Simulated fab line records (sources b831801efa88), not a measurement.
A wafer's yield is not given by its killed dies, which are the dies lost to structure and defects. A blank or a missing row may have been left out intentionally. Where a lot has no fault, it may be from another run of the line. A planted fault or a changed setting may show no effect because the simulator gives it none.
One fault through the eyes of 2 desks -- flow gf180mcu -- only its own numbers are on each desk; what lay behind them is given at the end

AT THE METROLOGY DESK
What the gauges read for every lot (on any tool): the sampled wafers with a number, averaged. If a lot's mean is further than 4 standard deviations from the usual mean, the lot is out of limits and carries the mark OUT (the distance appears in the brackets).
Columns: A = cd_nm at GF_HV_LDD_CD_MEAS_46, usual 400.1 nm; B = HV_LDD_03_OVL at GF_HV_LDD_OVL_MEAS_47, usual -0.1 nm; C = HV_LDD_4_TW at GF_HV_LDD_TW_MEAS_50, usual 565.4; D = HV_LDD_RS at GF_HV_LDD_RS_MEAS_53, usual 418.7 ohm/sq; E = HV_LDD_CVD_54_THK at GF_HV_LDD_THK_MEAS_55, usual 10.00 nm; F = HV_LDD_CVD_56_THK at GF_HV_LDD_THK_MEAS_57, usual 89.7 nm
lot,first seen here,A,B,C,D,E,F
L257,day 13 07:59,400.7,-1.0,562.2,418.4,10.10,89.1
L259,day 13 22:18,402.4,0.9,560.6,419.5,10.11,88.8
L269,day 17 18:52,400.2,-1.1,563.9,419.0,10.27,88.4
L270,day 18 03:38,402.0,1.2,567.0,419.2,10.11,89.2
L272,day 18 15:43,397.8,-2.0,567.7,419.8,9.92,89.1
L277,day 20 06:13,398.9,0.6,568.3,420.2,10.02,89.3
This desk's verdict: no lot among the 6 shows anything out of limits.

DESK OF THE TOOL OWNER: rie_diel-03
The tool's own readings at GF_HV_LDD_ETCHBACK_58 (etches Si3N4 in CH3F/O2, stops on SiO2, time 100 s, target depth 90 nm): means of the sampled wafers that have a number, for each lot that ran on this tool. If a lot's mean is further than 4 standard deviations from the usual mean, the lot is out of limits and carries the mark OUT (the distance appears in the brackets).
Columns: A = chamber_pressure_mTorr at GF_HV_LDD_ETCHBACK_58, usual 25.000 mTorr; B = drypump_motor_current_A at GF_HV_LDD_ETCHBACK_58, usual 5.8 A; C = oes_product_au at GF_HV_LDD_ETCHBACK_58, usual 0.842 a.u.; D = rf_fwd_power_W at GF_HV_LDD_ETCHBACK_58, usual 397.7 W; E = throttle_valve_pct at GF_HV_LDD_ETCHBACK_58, usual 10.561 %
lot,first seen here,A,B,C,D,E
L257,day 13 11:15,24.978,5.8,0.841,397.5,10.558
L269,day 17 22:06,25.021,5.9,0.832,397.5,10.560
L270,day 18 06:54,25.011,6.3,0.829,396.0,10.561
L272,day 18 19:22,25.007,6.3,0.822,397.4,10.561
This desk's verdict: no lot among the 4 shows anything out of limits.

BROUGHT TOGETHER
Nothing out of limits was seen by the metrology desk.
The tool owner's desk saw nothing out of limits.

WHAT WAS PUT IN BY THE SIMULATOR
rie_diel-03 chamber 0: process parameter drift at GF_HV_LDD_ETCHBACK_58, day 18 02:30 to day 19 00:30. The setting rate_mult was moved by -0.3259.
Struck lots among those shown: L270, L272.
